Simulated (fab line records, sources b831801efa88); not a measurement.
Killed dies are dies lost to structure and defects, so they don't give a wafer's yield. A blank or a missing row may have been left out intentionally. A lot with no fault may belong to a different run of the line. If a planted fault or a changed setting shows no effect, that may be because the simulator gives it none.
Chamber matching | flow sky130 | cmp-01 running SKY_VIA2_CMP_02: 4 sister chambers
The step polishes SiO2. 8 wafers are shown with their chamber, then 11 later ones without.

EACH WAFER AND ITS CHAMBER
wafer  | chamber | motorCurrentA (A)
L467.1 | 2       | 13.8
L472.6 | 0       | 13.7
L473.1 | 3       | 15.1
L473.5 | 2       | 12.9
L474.2 | 3       | 16.1
L474.3 | 0       | 13.6
L474.4 | 1       | 12.4
L475.1 | 1       | 12.0

WAFERS WHOSE CHAMBER IS MISSING
wafer  | motorCurrentA (A)
L475.4 | 15.9
L475.5 | 13.4
L483.1 | 13.4
L483.2 | 13.1
L483.5 | 13.1
L481.1 | 13.4
L481.3 | 13.4
L481.4 | 12.4
L484.4 | 14.1
L484.5 | 14.1
L484.6 | 16.2

EACH ONE'S CHAMBER
wafer  | from the rows above          | in truth
L475.4 | 3                            | 3
L475.5 | can't be placed: 2 or 0      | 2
L483.1 | can't be placed: 2 or 0      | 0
L483.2 | can't be placed: 2 or 0 or 1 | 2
L483.5 | can't be placed: 2 or 0 or 1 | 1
L481.1 | can't be placed: 2 or 0      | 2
L481.3 | can't be placed: 2 or 0      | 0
L481.4 | can't be placed: 1 or 2      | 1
L484.4 | can't be placed: 0 or 2      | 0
L484.5 | can't be placed: 0 or 2      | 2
L484.6 | 3                            | 3
Correctly placed: 2 of 11. Not placeable from these rows: 9 (in 9, the candidates include the true chamber). Number placed wrongly: 0.
How it was worked out, from the rows above alone: a wafer's distance from a chamber is the root of the sum, over the readings, of the square of ((its reading less the chamber's mean) divided by the reading's scatter). If the next closest chamber is less than 2 further off than the closest, the wafer can't be placed; otherwise it belongs to the closest. For every chamber, the mean is computed from those of its wafers that are shown. The scatter: take each reading less its chamber's mean, square it, sum over the shown wafers, divide by the number of wafers less the number of chambers, and take the root.
